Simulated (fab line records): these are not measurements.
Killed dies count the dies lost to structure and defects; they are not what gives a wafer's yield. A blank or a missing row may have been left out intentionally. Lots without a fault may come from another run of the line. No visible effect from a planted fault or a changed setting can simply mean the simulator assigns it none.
A single fault, viewed from 2 desks | flow sky130 | each desk holds nothing but its own numbers, with what lay behind them at the end

## METROLOGY DESK
What the gauges read, lot by lot, whatever tool the lot ran on: means of the sampled wafers that have a number. If a lot's mean is further than 4 standard deviations from the usual mean, the lot is out of limits and carries the mark OUT (the distance appears in the brackets).
Columns: A = FIELD_ISO_CVD_03_THK at SKY_FIELD_ISO_THK_MEAS_04, usual 164.9 nm; B = VT_ADJUST_HVTP_TW at SKY_VT_ADJUST_HVTP_TW_MEAS_11, usual 1354; C = LI_CONTACT_W_THK at SKY_LI_CONTACT_THK_MEAS_23, usual 382 nm
lot  | first seen here | A     | B               | C
L987 | day 1 13:30     | 164.2 | 1365            | 383
L988 | day 1 18:50     | 165.0 | 1362            | 380
L990 | day 2 07:34     | 167.8 | 1365            | 376
L991 | day 2 17:26     | 163.4 | 1341            | 373
L993 | day 3 03:13     | 164.7 | 1363            | 378
L996 | day 3 12:58     | 164.0 | 1343            | 385
L997 | day 3 15:53     | 164.2 | 1366            | 386
L998 | day 3 21:03     | 165.4 | 1337            | 372
L999 | day 4 02:34     | 167.1 | 1343            | 381
L100 | day 4 07:40     | 165.9 | 1359            | 388
L103 | day 4 23:25     | 166.2 | 1356            | 389
L107 | day 5 17:44     | 163.9 | 1415 (+5.5) OUT | 386
L109 | day 6 05:07     | 165.8 | 1412 (+5.3) OUT | 395
This desk finds L107, L109 out of limits, with the earliest case on L107 at day 11 10:48 (VT_ADJUST_HVTP_TW at SKY_VT_ADJUST_HVTP_TW_MEAS_11). Within limits: L987, L988, L990, L991, L993, L996, L997, L998, L999, L100, L103.

## FOR THE TOOL OWNER'S DESK: implanter-02
The tool's own readings at SKY_VT_ADJUST_HVTP_IMPLANT_09, given as means over the sampled wafers that have a number, one for each lot that went through this tool. If a lot's mean is further than 4 standard deviations from the usual mean, the lot is out of limits and carries the mark OUT (the distance appears in the brackets).
Columns: A = beamEnergyKeV at SKY_VT_ADJUST_HVTP_IMPLANT_09, usual 150.00
lot  | first seen here | A
L990 | day 7 10:59     | 149.91
L991 | day 7 13:04     | 149.99
L996 | day 8 18:07     | 150.03
L997 | day 8 20:01     | 149.98
L999 | day 9 04:47     | 150.00
L107 | day 11 10:34    | 169.37 (+99 or more) OUT
L109 | day 11 22:17    | 169.40 (+99 or more) OUT
This desk's verdict: out of limits on L107, L109, starting with L107 at day 11 10:34 (beamEnergyKeV at SKY_VT_ADJUST_HVTP_IMPLANT_09). Within limits: L990, L991, L996, L997, L999.

## ALL TOGETHER
The tool owner's desk had the chance to raise an alarm at day 11 10:34 on L107, L109.
An alarm was possible from the metrology desk at day 11 10:48, on L107, L109.
On implanter-02, each named lot ran SKY_VT_ADJUST_HVTP_IMPLANT_09.

## WHAT THE SIMULATOR PUT IN
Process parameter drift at SKY_VT_ADJUST_HVTP_IMPLANT_09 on implanter-02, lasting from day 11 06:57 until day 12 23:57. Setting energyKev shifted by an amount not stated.
Shown lots that were struck: L107, L109.
Fault start to first reading out of limits, in hours, per desk: tool owner, 4; metrology, 4.
